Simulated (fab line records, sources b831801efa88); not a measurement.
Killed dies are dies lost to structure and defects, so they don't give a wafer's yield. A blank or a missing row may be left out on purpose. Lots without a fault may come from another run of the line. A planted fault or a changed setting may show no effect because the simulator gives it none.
fab line records | flow gf180mcu
record lots=5 wafers=15 last_day=32
route steps=602 shown SALICIDE@278 CONTACT@287
lots that met no fault: from a run of the same line without faults
start_h: hours from the record's first day to the start of the lot's first wafer shown | wait_h: hours since the lot's step before | " the same as in the row above | L1.1+2: a row that stands for several wafers | - no value, or no start given | * or withheld: withheld | < > ~ a bound
route shown NAME@n: a module of which the file shows steps, and the number in the route of the first | usual: mean/standard deviation of fault-free wafers | same: alike in all rows | chamber/n: place in a boat | sites: the reading at each site | _std_site: their standard deviation | _edge_site: outer sites' mean less inner sites' | radius_mm: how far each site lies from the wafer's centre | mask NAME#n: copy n | behind: the tool/chamber that last shaped the wafer | hold: why the lot was held/for how many hours/how that ended | device: the transistor (n, p or np) that didn't switch | end of line: the same wafers' tests at the end of the route | a step without rows: its recipe alone | killed: dies lost to structure and defects at the first sort, not the wafer's yield | map: a wafer's dies, x killed, . not, _ none there
set.NAME: the setting as run; set.NAME@STEP: as run at that earlier step | model.NAME: the simulator's own value behind a step, which no gauge read
lots at some steps of the route; a table a step, a row a wafer
services: from which hour (start_h, from the record's first day; less than 0 if before it) a tool's chamber was out of use, for how many hours, and why
## steps
# step GF_SALICIDE_CLEAN_00
# recipe chemistry=SC1/SC2 mix=1:4:20 temp_c=70 time_s=150
# columns lot.wafer tool chamber start_h wait_h
L078.2+4+6 wet_bench-01 2 371.08 0.1
L080.1+5+6 wet_bench-02 2 393.33 0.1
L083.3+4+5 wet_bench-03 3 416.63 0.0
L086.1+3+4 wet_bench-03 0 443.97 0.1
L087.1+3+4 wet_bench-03 0 451.17 0.1
# step GF_SALICIDE_WET_ETCH_01
# recipe chemistry=dHF target_depth_nm=5 dry=ipa_marangoni target=SiO2 temp_c=25 dilution=100:1 time_s=100
# columns lot.wafer tool chamber start_h wait_h
L078.2+4+6 wet_bench-02 1 371.13 0.0
L080.1+5+6 wet_bench-01 3 393.38 0.0
L083.3+4+5 wet_bench-01 2 416.68 0.0
L086.1+3+4 wet_bench-01 3 444.02 0.0
L087.1+3+4 wet_bench-01 0 451.22 0.0
# step GF_SALICIDE_SPUTTER_02
# recipe material=Co target_thk_nm=10 power_w=1000 time_s=20 chamber_pressure_pa=0.4
# usual throttle_valve_pct=29.8/0.78
# columns lot.wafer tool chamber start_h wait_h throttle_valve_pct
L078.2 pvd_sputter-04 - 371.17 0.0 30.0
L078.4 " - " " 29.2
L078.6 " - " " 29.9
L080.1 pvd_sputter-01 - 393.41 0.0 31.8
L080.5 " - " " 30.4
L080.6 " - " " 31.7
L083.3 pvd_sputter-04 - 416.72 0.0 29.6
L083.4 " - " " 29.3
L083.5 " - " " 29.5
L086.1 pvd_sputter-04 - 444.06 0.0 29.6
L086.3 " - " " 29.2
L086.4 " - " " 29.8
L087.1 pvd_sputter-04 - 451.27 0.0 29.6
L087.3 " - " " 29.3
L087.4 " - " " 29.4
# step GF_SALICIDE_SPUTTER_03
# recipe material=TiN target_thk_nm=20 power_w=6500 time_s=16.7 chamber_pressure_pa=0.4
# usual throttle_valve_pct=29.8/0.79
# columns lot.wafer tool chamber start_h wait_h throttle_valve_pct
L078.2 pvd_sputter-04 - 371.20 0.0 29.9
L078.4 " - " " 29.2
L078.6 " - " " 29.7
L080.1 pvd_sputter-01 - 393.44 0.0 31.8
L080.5 " - " " 30.2
L080.6 " - " " 31.7
L083.3 pvd_sputter-04 - 416.74 0.0 29.7
L083.4 " - " " 29.3
L083.5 " - " " 29.9
L086.1 pvd_sputter-04 - 444.09 0.0 29.9
L086.3 " - " " 29.4
L086.4 " - " " 29.7
L087.1 pvd_sputter-04 - 451.29 0.0 29.7
L087.3 " - " " 29.3
L087.4 " - " " 29.3
# step GF_SALICIDE_RS_MEAS_04
# recipe thk_meas_gauge=four-point-probe reads=TiN_of_SALICIDE_SPUTTER_03+Co_of_SALICIDE_SPUTTER_02
# usual SALICIDE_TIN_RS=16.34/0.27
# columns lot.wafer tool chamber start_h wait_h SALICIDE_TIN_RS[ohm/sq]
L078.2 film_metro-03 - 371.24 0.0 16.53
L078.4 " - " " 16.56
L078.6 " - " " 16.60
L080.1 film_metro-01 - 393.47 0.0 16.73
L080.5 " - " " 16.56
L080.6 " - " " 16.67
L083.3 film_metro-04 - 416.81 0.1 16.10
L083.4 " - " " 16.05
L083.5 " - " " 16.10
L086.1 film_metro-04 - 444.11 0.0 16.47
L086.3 " - " " 16.76
L086.4 " - " " 16.44
L087.1 film_metro-04 - 451.32 0.0 15.90
L087.3 " - " " 16.03
L087.4 " - " " 16.22
# step GF_SALICIDE_THK_MEAS_05
# recipe thk_meas_gauge=xrf reads=TiN_of_SALICIDE_SPUTTER_03
# usual SALICIDE_TIN_THK=19.96/0.23
# columns lot.wafer tool chamber start_h wait_h SALICIDE_TIN_THK[nm]
L078.2 film_metro-03 - 371.35 0.1 19.95
L078.4 " - " " 20.06
L078.6 " - " " 19.98
L080.1 film_metro-01 - 393.59 0.1 20.45
L080.5 " - " " 20.21
L080.6 " - " " 20.43
L083.3 film_metro-04 - 416.91 0.1 19.54
L083.4 " - " " 19.38
L083.5 " - " " 19.54
L086.1 film_metro-04 - 444.23 0.1 19.77
L086.3 " - " " 20.02
L086.4 " - " " 20.11
L087.1 film_metro-04 - 451.44 0.1 20.22
L087.3 " - " " 20.15
L087.4 " - " " 20.03
# step GF_SALICIDE_RTA_06
# recipe temp_c=530 time_s=30 ambient=N2
# usual lamp_power_pct=6.1/1.3 wafer_temp_C_max=532.1/0.51
# columns lot.wafer tool chamber start_h wait_h lamp_power_pct wafer_temp_C_max
L078.2 rtp_anneal-01 0 371.42 0.1 4.7 532.3
L078.4 " 0 " " 4.7 531.8
L078.6 " 0 " " 4.7 531.9
L080.1 rtp_anneal-01 0 393.65 0.1 4.7 532.4
L080.5 " 0 " " 4.7 531.2
L080.6 " 0 " " 4.7 531.8
L083.3 rtp_anneal-02 0 416.98 0.1 7.3 532.4
L083.4 " 0 " " 7.3 531.8
L083.5 " 0 " " 7.3 532.2
L086.1 rtp_anneal-01 0 444.29 0.1 4.7 532.3
L086.3 " 0 " " 4.7 531.2
L086.4 " 0 " " 4.7 531.3
L087.1 rtp_anneal-02 0 451.50 0.1 7.3 532.1
L087.3 " 0 " " 7.3 532.6
L087.4 " 0 " " 7.3 532.0
# step GF_SALICIDE_WET_ETCH_07
# recipe chemistry=SPM target_depth_nm=120 dry=n2_spin
# columns lot.wafer tool chamber start_h wait_h
L078.2+4+6 wet_bench-02 1 371.50 0.1
L080.1+5+6 wet_bench-03 3 393.75 0.1
L083.3+4+5 wet_bench-02 3 417.05 0.1
L086.1+3+4 wet_bench-02 3 444.39 0.1
L087.1+3+4 wet_bench-01 2 451.60 0.1
# step GF_SALICIDE_RTA_08
# recipe temp_c=800 time_s=30 ambient=N2
# usual lamp_power_pct=16/3.6 wafer_temp_C_max=803.2/0.59
# columns lot.wafer tool chamber start_h wait_h lamp_power_pct wafer_temp_C_max
L078.2 rtp_anneal-02 0 371.61 0.0 20 802.1
L078.4 " 0 " " 20 803.1
L078.6 " 0 " " 20 802.6
L080.1 rtp_anneal-02 0 393.84 0.0 20 802.8
L080.5 " 0 " " 20 801.9
L080.6 " 0 " " 20 803.6
L083.3 rtp_anneal-01 0 417.17 0.0 13 803.4
L083.4 " 0 " " 13 802.5
L083.5 " 0 " " 13 802.7
L086.1 rtp_anneal-02 0 444.48 0.0 20 802.9
L086.3 " 0 " " 20 803.7
L086.4 " 0 " " 20 802.8
L087.1 rtp_anneal-01 0 451.71 0.0 13 802.8
L087.3 " 0 " " 13 803.0
L087.4 " 0 " " 13 804.3
# step GF_CONTACT_CVD_00
# recipe material=SiO2 target_thk_nm=300 sigma_open_frac=0.3 temp_c=400 time_s=50 sih4_flow_sccm=60 pressure_mtorr=6
# usual pressure_mtorr=6.001/0.012 susceptor_temp_C=399.99/0.2
# columns lot.wafer tool chamber start_h wait_h pressure_mtorr susceptor_temp_C
L078.2 hdpcvd-01 0 371.70 0.1 5.994 399.89
L078.4 " 2 " " 6.017 400.09
L078.6 " 0 " " 6.007 399.76
L080.1 hdpcvd-01 1 393.94 0.1 6.004 399.61
L080.5 " 1 " " 5.999 399.60
L080.6 " 0 " " 6.000 399.84
L083.3 hdpcvd-01 1 417.24 0.1 5.989 399.89
L083.4 " 2 " " 6.022 399.98
L083.5 " 1 " " 5.997 399.81
L086.1 hdpcvd-02 1 444.58 0.1 6.001 400.04
L086.3 " 2 " " 5.982 400.08
L086.4 " 2 " " 5.983 400.06
L087.1 hdpcvd-02 0 451.81 0.1 5.999 400.06
L087.3 " 2 " " 5.992 399.93
L087.4 " 2 " " 5.987 399.81
# step GF_CONTACT_THK_MEAS_01
# recipe reads=SiO2_of_CONTACT_CVD_00
# usual CONTACT_CVD_00_THK=299.7/2.5
# columns lot.wafer tool chamber start_h wait_h CONTACT_CVD_00_THK[nm]
L078.2 film_metro-04 - 371.75 0.0 295.7
L078.4 " - " " 296.6
L078.6 " - " " 297.1
L080.1 film_metro-04 - 393.98 0.0 298.2
L080.5 " - " " 301.1
L080.6 " - " " 299.2
L083.3 film_metro-04 - 417.31 0.0 297.6
L083.4 " - " " 300.3
L083.5 " - " " 304.5
L086.1 film_metro-04 - 444.63 0.0 295.1
L086.3 " - " " 295.0
L086.4 " - " " 294.6
L087.1 film_metro-02 - 451.85 0.0 297.9
L087.3 " - " " 298.8
L087.4 " - " " 298.4
# step GF_CONTACT_CVD_02
# recipe material=SiO2 target_thk_nm=860 precursor=TEOS temp_c=400 time_s=95.992 rf_w=600
# usual heater_power_w=652/92 rf_fwd_power_W=596.4/2.1 susceptor_temp_C=399.96/0.22
# columns lot.wafer tool chamber start_h wait_h heater_power_w rf_fwd_power_W susceptor_temp_C
L078.2 pecvd-02 0 371.80 0.0 706 598.5 400.15
L078.4 " 0 " " 753 599.8 399.79
L078.6 " 1 " " 512 594.4 399.81
L080.1 pecvd-02 0 394.04 0.1 744 599.7 400.00
L080.5 " 0 " " 775 601.7 399.90
L080.6 " 2 " " 621 596.1 400.06
L083.3 pecvd-03 2 417.35 0.0 623 599.5 399.96
L083.4 " 1 " " 518 594.6 400.40
L083.5 " 2 " " 496 597.4 400.19
L086.1 pecvd-04 1 444.69 0.1 541 594.1 400.19
L086.3 " 0 " " 738 596.2 399.79
L086.4 " 0 " " 785 597.0 400.05
L087.1 pecvd-03 1 451.91 0.1 528 593.1 399.97
L087.3 " 0 " " 462 598.1 399.88
L087.4 " 1 " " 589 592.9 400.04
# step GF_CONTACT_THK_MEAS_03
# recipe reads=SiO2_of_CONTACT_CVD_02
# usual CONTACT_CVD_02_THK=860/11
# columns lot.wafer tool chamber start_h wait_h CONTACT_CVD_02_THK[nm]
L078.2 film_metro-04 - 371.88 0.0 847
L078.4 " - " " 854
L078.6 " - " " 844
L080.1 film_metro-04 - 394.11 0.0 870
L080.5 " - " " 877
L080.6 " - " " 860
L083.3 film_metro-02 - 417.44 0.1 850
L083.4 " - " " 853
L083.5 " - " " 862
L086.1 film_metro-02 - 444.76 0.0 860
L086.3 " - " " 860
L086.4 " - " " 868
L087.1 film_metro-03 - 452.02 0.1 842
L087.3 " - " " 847
L087.4 " - " " 857
# step GF_CONTACT_CMP_04
# recipe material=SiO2 down_force_psi=4 platen_rpm=60 pad_velocity_m_s=0.94248
# usual edge_zone_pressure_frac=1.001/0.0051 motor_current_A=11.8/0.96 retaining_ring_pressure_frac=1.000/0.0049 time_to_endpoint_s=111/5.8
# columns lot.wafer tool chamber start_h wait_h edge_zone_pressure_frac motor_current_A retaining_ring_pressure_frac time_to_endpoint_s
L078.4 cmp-01 3 371.93 0.0 1.004 12.1 0.998 117
L078.2 " 0 " " 1.000 11.6 0.999 115
L078.6 " 3 " " 1.000 12.7 0.991 115
L080.1 cmp-01 0 394.27 0.1 0.999 11.5 1.003 118
L080.6 " 2 " " 1.007 10.9 1.007 114
L080.5 " 3 " " 1.007 12.2 0.998 119
L083.4 cmp-01 1 417.48 0.0 0.996 13.1 0.996 98
L083.3 " 2 " " 0.990 10.9 0.995 101
L083.5 " 1 " " 1.001 12.7 0.997 101
L086.1 cmp-02 2 444.82 0.1 1.010 12.2 1.000 114
L086.3 " 3 " " 1.000 10.4 0.990 108
L086.4 " 0 " " 1.000 11.2 1.008 111
L087.4 cmp-02 1 452.08 0.0 1.003 11.8 1.000 108
L087.1 " 2 " " 1.004 12.4 1.012 101
L087.3 " 0 " " 1.000 11.1 1.002 101
# step GF_CONTACT_BOW_MEAS_05
# recipe mode=bow
# usual CONTACT_BOW=65/6.4
# columns lot.wafer tool chamber start_h wait_h CONTACT_BOW[um]
L078.2 film_metro-04 - 372.25 0.2 59
L078.4 " - " " 58
L078.6 " - " " 66
L080.1 film_metro-03 - 394.47 0.1 67
L080.5 " - " " 68
L080.6 " - " " 71
L083.3 film_metro-03 - 417.82 0.2 65
L083.4 " - " " 71
L083.5 " - " " 65
L086.1 film_metro-04 - 445.12 0.2 66
L086.3 " - " " 71
L086.4 " - " " 63
L087.1 film_metro-02 - 452.38 0.2 64
L087.3 " - " " 80
L087.4 " - " " 73
# step GF_CONTACT_DEHYDRATE_06
# recipe temp_c=200 time_s=60
# usual chill_plate_temp_C=23.02/0.095
# columns lot.wafer tool chamber start_h wait_h chill_plate_temp_C
L078.2 litho_track-04 0 383.32 11.0 23.01
L078.4 " 0 " " 23.15
L078.6 " 0 " " 23.04
L080.1 litho_track-02 0 405.59 11.1 23.11
L080.5 " 0 " " 23.15
L080.6 " 0 " " 23.12
L083.3 litho_track-02 0 429.14 11.3 23.02
L083.4 " 0 " " 23.05
L083.5 " 0 " " 23.11
L086.1 litho_track-04 0 456.64 11.5 22.99
L086.3 " 0 " " 23.07
L086.4 " 0 " " 22.99
L087.1 litho_track-02 0 464.14 11.7 23.00
L087.3 " 0 " " 22.99
L087.4 " 0 " " 23.03
# step GF_CONTACT_HMDS_07
# recipe prime_time_s=60 prime_temp_c=120
# usual chill_plate_temp_C=23.01/0.11
# columns lot.wafer tool chamber start_h wait_h chill_plate_temp_C
L078.2 litho_track-04 0 383.47 0.1 22.89
L078.4 " 0 " " 22.83
L078.6 " 0 " " 22.92
L080.1 litho_track-02 0 405.74 0.1 23.14
L080.5 " 0 " " 23.04
L080.6 " 0 " " 22.96
L083.3 litho_track-02 0 429.29 0.1 23.00
L083.4 " 0 " " 23.11
L083.5 " 0 " " 23.07
L086.1 litho_track-04 0 456.79 0.1 23.16
L086.3 " 0 " " 23.02
L086.4 " 0 " " 23.05
L087.1 litho_track-02 0 464.29 0.1 23.22
L087.3 " 0 " " 23.08
L087.4 " 0 " " 22.98
# step GF_CONTACT_COAT_08
# recipe resist=BARC temp_c=withheld time_s=withheld spin_rpm=withheld resist_thk_nm=withheld
# usual chill_plate_temp_C=* dispense_pressure_kPa=51/4.7
# columns lot.wafer tool chamber start_h wait_h chill_plate_temp_C dispense_pressure_kPa
L078.2 litho_track-04 0 383.62 0.1 * 58
L078.4 " 0 " " * 58
L078.6 " 0 " " * 58
L080.1 litho_track-02 0 405.89 0.1 * 48
L080.5 " 0 " " * 48
L080.6 " 0 " " * 48
L083.3 litho_track-02 0 429.44 0.1 * 48
L083.4 " 0 " " * 48
L083.5 " 0 " " * 48
L086.1 litho_track-04 0 456.94 0.1 * 58
L086.3 " 0 " " * 58
L086.4 " 0 " " * 58
L087.1 litho_track-02 0 464.44 0.1 * 48
L087.3 " 0 " " * 48
L087.4 " 0 " " * 48
# step GF_CONTACT_COAT_09
# recipe resist=KrF spin_rpm=withheld resist_thk_nm=1000
# usual chill_plate_temp_C=22.99/0.11 dispense_pressure_kPa=51/4.7
# columns lot.wafer tool chamber start_h wait_h chill_plate_temp_C dispense_pressure_kPa
L078.2 litho_track-04 0 - - 22.85 58
L078.4 " 0 " " 22.93 58
L078.6 " 0 " " 22.88 58
L080.1 litho_track-02 0 - - 23.01 48
L080.5 " 0 " " 23.09 48
L080.6 " 0 " " 22.94 48
L083.3 litho_track-02 0 - - 22.89 48
L083.4 " 0 " " 22.89 48
L083.5 " 0 " " 22.86 48
L086.1 litho_track-04 0 - - 22.87 58
L086.3 " 0 " " 23.07 58
L086.4 " 0 " " 23.08 58
L087.1 litho_track-02 0 - - 23.06 48
L087.3 " 0 " " 23.18 48
L087.4 " 0 " " 23.18 48
# step GF_CONTACT_SOFTBAKE_10
# recipe temp_c=130 time_s=60 resist=KrF
# usual chill_plate_temp_C=23.01/0.11
# columns lot.wafer tool chamber start_h wait_h chill_plate_temp_C
L078.2 litho_track-04 0 - - 22.99
L078.4 " 0 " " 23.16
L078.6 " 0 " " 23.18
L080.1 litho_track-02 0 - - 22.97
L080.5 " 0 " " 22.91
L080.6 " 0 " " 23.08
L083.3 litho_track-02 0 - - 22.93
L083.4 " 0 " " 22.97
L083.5 " 0 " " 22.79
L086.1 litho_track-04 0 - - 23.01
L086.3 " 0 " " 23.00
L086.4 " 0 " " 22.91
L087.1 litho_track-02 0 - - 23.20
L087.3 " 0 " " 23.23
L087.4 " 0 " " 23.12
# step GF_CONTACT_EXPOSE_11
# recipe mask_id=Contact target_cd_nm=220 na=0.68 source_shape=conventional sigma_outer=0.6 dose_mj=38
# usual exposure_dose_mJ_cm2=37.95/0.037
# columns lot.wafer tool chamber start_h wait_h mask exposure_dose_mJ_cm2
L078.2 krf_scanner-02 0 - - Contact#0 37.99
L078.4 " 0 " " Contact#0 38.03
L078.6 " 0 " " Contact#0 37.98
L080.1 krf_scanner-01 0 - - Contact#0 37.91
L080.5 " 0 " " Contact#0 37.97
L080.6 " 0 " " Contact#0 37.97
L083.3 krf_scanner-02 0 - - Contact#0 38.01
L083.4 " 0 " " Contact#0 37.96
L083.5 " 0 " " Contact#0 37.99
L086.1 krf_scanner-02 0 - - Contact#0 37.99
L086.3 " 0 " " Contact#0 37.97
L086.4 " 0 " " Contact#0 37.99
L087.1 krf_scanner-01 0 - - Contact#0 37.97
L087.3 " 0 " " Contact#0 37.96
L087.4 " 0 " " Contact#0 37.97
# step GF_CONTACT_PEB_12
# recipe peb_temp_c=135 peb_time_s=90 resist=KrF
# usual chill_plate_temp_C=23.00/0.11
# columns lot.wafer tool chamber start_h wait_h chill_plate_temp_C
L078.2 litho_track-04 0 - - 22.93
L078.4 " 0 " " 23.16
L078.6 " 0 " " 23.05
L080.1 litho_track-04 0 - - 22.82
L080.5 " 0 " " 23.00
L080.6 " 0 " " 22.96
L083.3 litho_track-04 0 - - 23.12
L083.4 " 0 " " 23.04
L083.5 " 0 " " 22.97
L086.1 litho_track-02 0 - - 22.80
L086.3 " 0 " " 23.07
L086.4 " 0 " " 22.95
L087.1 litho_track-03 0 - - 23.12
L087.3 " 0 " " 23.01
L087.4 " 0 " " 23.10
# step GF_CONTACT_DEVELOP_13
# recipe develop_time_s=60 resist=KrF dev_temp_c=21
# usual chill_plate_temp_C=23.02/0.095
# columns lot.wafer tool chamber start_h wait_h chill_plate_temp_C
L078.2 litho_track-04 0 395.72 0.2 22.84
L078.4 " 0 " " 22.97
L078.6 " 0 " " 23.09
L080.1 litho_track-04 0 418.24 0.2 22.95
L080.5 " 0 " " 23.05
L080.6 " 0 " " 23.03
L083.3 litho_track-04 0 441.99 0.1 22.94
L083.4 " 0 " " 22.95
L083.5 " 0 " " 22.87
L086.1 litho_track-02 0 468.99 0.2 23.13
L086.3 " 0 " " 23.18
L086.4 " 0 " " 23.07
L087.1 litho_track-03 0 477.00 0.2 22.89
L087.3 " 0 " " 22.85
L087.4 " 0 " " 23.05
# step GF_CONTACT_CD_MEAS_14
# recipe target_cd_nm=220
# usual cd_nm=220.4/1.4
# columns lot.wafer tool chamber start_h wait_h cd_nm
L078.2 cd_sem-01 - 395.86 0.1 217.1
L078.4 " - " " 216.9
L078.6 " - " " 217.7
L080.1 cd_sem-02 - 418.39 0.1 221.7
L080.5 " - " " 221.4
L080.6 " - " " 221.6
L083.3 cd_sem-01 - 442.13 0.1 221.7
L083.4 " - " " 220.9
L083.5 " - " " 221.8
L086.1 cd_sem-02 - 469.19 0.2 218.9
L086.3 " - " " 218.2
L086.4 " - " " 218.4
L087.1 cd_sem-02 - 477.15 0.1 221.6
L087.3 " - " " 222.1
L087.4 " - " " 221.3
# step GF_CONTACT_OVL_MEAS_15
# usual CONTACT_OVL=-1/6.2
# columns lot.wafer tool chamber start_h wait_h CONTACT_OVL[nm]
L078.2 overlay-01 - 395.97 0.1 -4
L078.4 " - " " -6
L078.6 " - " " -7
L080.1 overlay-01 - 418.51 0.1 0
L080.5 " - " " -1
L080.6 " - " " -15
L083.3 overlay-01 - 442.22 0.1 -9
L083.4 " - " " -1
L083.5 " - " " -6
L086.1 overlay-01 - 469.31 0.1 -11
L086.3 " - " " 2
L086.4 " - " " 1
L087.1 overlay-02 - 477.27 0.1 10
L087.3 " - " " 8
L087.4 " - " " 3
# step GF_CONTACT_ETCH_16
# recipe chemistry=N2/H2 target_depth_a=withheld overetch_a=withheld time_s=withheld target=BARC ion_energy_ev=200 source_w=500 bias_w=100 pressure_mtorr=30 n2_flow_sccm=100 h2_flow_sccm=200
# usual chamber_pressure_mTorr=30.000/0.029 drypump_motor_current_A=5.8/0.32 n2_flow_sccm=100.0/0.32 oes_product_au=0.854/0.005 rf_fwd_power_W=494.1/2.1 throttle_valve_pct=13.225/0.0092
# columns lot.wafer tool chamber start_h wait_h chamber_pressure_mTorr drypump_motor_current_A n2_flow_sccm oes_product_au rf_fwd_power_W throttle_valve_pct
L078.2 rie_diel-01 2 396.00 0.0 30.035 5.3 100.5 0.850 495.7 13.221
L078.4 " 1 " " 30.034 5.7 99.8 0.854 489.3 13.220
L078.6 " 1 " " 30.026 5.7 99.5 0.853 491.1 13.221
L080.1 rie_diel-01 0 418.55 0.0 29.983 6.2 99.5 0.865 494.5 13.203
L080.5 " 0 " " 29.996 6.2 99.5 0.859 491.6 13.223
L080.6 " 3 " " 30.005 5.8 100.0 0.855 491.9 13.217
L083.3 rie_diel-03 1 442.25 0.0 29.972 5.4 99.5 0.854 493.1 13.227
L083.4 " 0 " " 30.025 5.6 100.2 0.853 496.2 13.229
L083.5 " 1 " " 29.991 5.4 100.6 0.863 495.3 13.215
L086.1 rie_diel-02 0 469.34 0.0 29.982 5.8 100.1 0.850 497.2 13.224
L086.3 " 2 " " 29.938 6.0 99.9 0.847 494.7 13.223
L086.4 " 1 " " 29.974 6.2 99.9 0.853 496.4 13.211
L087.1 rie_diel-02 2 477.31 0.0 30.005 5.9 99.9 0.857 495.5 13.221
L087.3 " 3 " " 29.959 6.1 100.1 0.853 494.7 13.225
L087.4 " 1 " " 30.024 6.3 99.7 0.852 494.3 13.215
# step GF_CONTACT_ETCH_17
# recipe chemistry=C4F8/O2/Ar mask_material=KrF target=SiO2 stop_on=CoSi2 source_w=1500 bias_w=1200 pressure_mtorr=40 c4f8_flow_sccm=withheld O2_flow_sccm=6 Ar_flow_sccm=300 time_s=withheld target_depth_a=8600
# usual chamber_pressure_mTorr=40.00/0.038 oes_product_au=0.815/0.0045 rf_fwd_power_W=1494/4.5
# columns lot.wafer tool chamber start_h wait_h chamber_pressure_mTorr oes_product_au rf_fwd_power_W
L078.2 rie_diel-01 2 - - 39.94 0.813 1493
L078.4 " 1 " " 40.04 0.811 1489
L078.6 " 1 " " 39.93 0.818 1487
L080.1 rie_diel-01 0 - - 40.05 0.816 1490
L080.5 " 0 " " 40.04 0.820 1489
L080.6 " 3 " " 40.02 0.819 1499
L083.3 rie_diel-03 1 - - 40.04 0.818 1496
L083.4 " 0 " " 39.98 0.815 1489
L083.5 " 1 " " 39.98 0.818 1501
L086.1 rie_diel-02 0 - - 39.96 0.820 1495
L086.3 " 2 " " 40.05 0.808 1491
L086.4 " 1 " " 40.05 0.814 1492
L087.1 rie_diel-02 2 - - 39.94 0.810 1494
L087.3 " 3 " " 40.02 0.812 1488
L087.4 " 1 " " 40.00 0.815 1495
# step GF_CONTACT_STRIP_18
# recipe chemistry=O2/N2 power_w=1400 pressure_mtorr=1500 platen_temp_c=250 o2_flow_sccm=3000 n2_flow_sccm=300 overash_fraction=0.5
# usual chamber_pressure_mTorr=1500.2/1.3 drypump_motor_current_A=5.93/0.18 heater_power_w=334/17 n2_flow_sccm=300.1/0.95 o2_flow_sccm=3000/8.2 oes_product_au=0.580/0.0046
# columns lot.wafer tool chamber start_h wait_h chamber_pressure_mTorr drypump_motor_current_A heater_power_w n2_flow_sccm o2_flow_sccm oes_product_au rf_hours_counter_h
L078.2 plasma_asher-03 1 396.16 - 1497.4 6.15 336 299.3 3000 0.576 77
L078.4 " 0 " " 1503.3 5.83 319 301.1 2996 0.579 -
L078.6 " 0 " " 1500.8 5.81 325 302.7 2994 0.578 -
L080.1 plasma_asher-01 0 418.71 - 1499.4 5.79 322 299.8 3002 0.584 33
L080.5 " 0 " " 1498.9 5.81 318 300.8 3006 0.581 -
L080.6 " 1 " " 1497.9 6.03 350 299.4 3006 0.583 -
L083.3 plasma_asher-03 1 442.44 - 1499.3 6.17 331 299.7 3007 0.575 -
L083.4 " 0 " " 1499.4 5.82 332 299.3 3009 0.578 -
L083.5 " 0 " " 1498.8 5.79 320 300.2 3003 0.573 -
L086.1 plasma_asher-01 0 469.51 - 1500.0 5.79 316 301.0 3009 0.575 38
L086.3 " 0 " " 1501.4 5.80 321 300.0 3000 0.582 -
L086.4 " 1 " " 1500.4 6.03 360 301.6 3007 0.581 -
L087.1 plasma_asher-01 0 477.47 - 1501.7 5.78 315 299.9 2991 0.583 39
L087.3 " 1 " " 1500.3 5.98 356 299.0 3004 0.584 -
L087.4 " 0 " " 1497.7 5.80 314 299.7 2998 0.583 -
# step GF_CONTACT_CLEAN_19
# recipe chemistry=SPM
# columns lot.wafer tool chamber start_h wait_h
L078.2+4+6 wet_bench-03 3 396.26 0.1
L080.1+5+6 wet_bench-01 1 418.81 0.1
L083.3+4+5 wet_bench-01 1 442.51 0.0
L086.1+3+4 wet_bench-04 0 469.61 0.1
L087.1+3+4 wet_bench-01 3 477.57 0.1
# step GF_CONTACT_CLEAN_20
# recipe chemistry=DIW
# columns lot.wafer tool chamber start_h wait_h
L078.2+4+6 wet_bench-04 0 396.35 0.0
L080.1+5+6 wet_bench-03 3 418.90 0.0
L083.3+4+5 wet_bench-04 3 442.61 0.0
L086.1+3+4 wet_bench-01 1 469.79 0.0
L087.1+3+4 wet_bench-03 1 477.66 0.0
# step GF_CONTACT_CLEAN_21
# recipe chemistry=dHF time_s=20 dilution=100:1 dry=ipa_marangoni
# columns lot.wafer tool chamber start_h wait_h
L078.2+4+6 wet_bench-01 1 396.44 0.0
L080.1+5+6 wet_bench-01 1 419.00 0.0
L083.3+4+5 wet_bench-03 2 442.70 0.0
L086.1+3+4 wet_bench-04 2 469.88 0.0
L087.1+3+4 wet_bench-04 1 477.75 0.0
# step GF_CONTACT_SPUTTER_22
# recipe material=Ti target_thk_nm=15 chamber_pressure_pa=5 power_w=2500 substrate_temp_c=200 time_s=80.02
# usual throttle_valve_pct=29.8/0.76
# columns lot.wafer tool chamber start_h wait_h throttle_valve_pct
L078.2 pvd_sputter-03 - 396.46 0.0 29.1
L078.4 " - " " 29.1
L078.6 " - " " 29.1
L080.1 pvd_sputter-04 - 419.01 0.0 29.3
L080.5 " - " " 29.7
L080.6 " - " " 29.4
L083.3 pvd_sputter-01 - 442.71 0.0 30.3
L083.4 " - " " 30.1
L083.5 " - " " 31.4
L086.1 pvd_sputter-04 - 469.91 0.0 29.8
L086.3 " - " " 29.8
L086.4 " - " " 29.3
L087.1 pvd_sputter-03 - 477.77 0.0 29.9
L087.3 " - " " 29.2
L087.4 " - " " 29.3
# step GF_CONTACT_SPUTTER_23
# recipe material=TiN target_thk_nm=10 chamber_pressure_pa=5 power_w=4000 time_s=40
# usual throttle_valve_pct=29.8/0.77
# columns lot.wafer tool chamber start_h wait_h throttle_valve_pct
L078.2 pvd_sputter-03 - 396.52 0.0 29.0
L078.4 " - " " 29.3
L078.6 " - " " 29.2
L080.1 pvd_sputter-04 - 419.08 0.0 29.4
L080.5 " - " " 30.0
L080.6 " - " " 29.2
L083.3 pvd_sputter-01 - 442.78 0.0 30.2
L083.4 " - " " 30.3
L083.5 " - " " 32.0
L086.1 pvd_sputter-04 - 469.97 0.0 30.0
L086.3 " - " " 30.0
L086.4 " - " " 29.4
L087.1 pvd_sputter-03 - 477.83 0.0 30.0
L087.3 " - " " 29.0
L087.4 " - " " 29.5
## services
# columns tool chamber start_h hours kind
hdpcvd-01 2 347.84 5.1 repair
cmp-01 - 350.91 2.3 repair
pvd_sputter-01 - 352.46 1.7 repair
plasma_asher-03 - 355.53 1.5 repair
rie_diel-02 2 361.78 16.0 repair
hdpcvd-01 2 362.78 3.2 repair
rie_diel-02 - 381.83 2.8 pm
pvd_sputter-04 - 385.60 0.6 repair
hdpcvd-01 0 399.59 3.6 repair
pvd_sputter-04 - 401.00 3.5 repair
cmp-01 - 404.13 4.0 pm
pvd_sputter-01 - 406.68 1.0 repair
pvd_sputter-03 - 414.80 15.3 repair
pvd_sputter-03 - 417.07 2.0 repair
krf_scanner-02 - 432.18 1.3 pm
rie_diel-01 3 436.10 7.3 repair
cmp-01 - 451.63 1.9 repair
pvd_sputter-03 - 451.74 9.8 repair
plasma_asher-01 - 452.13 11.7 repair
cmp-01 - 456.58 6.2 pm
krf_scanner-02 - 462.82 0.8 pm
krf_scanner-02 - 465.21 1.0 pm
cmp-01 - 467.05 0.8 repair
wet_bench-03 - 468.18 2.2 repair
## key
fault none
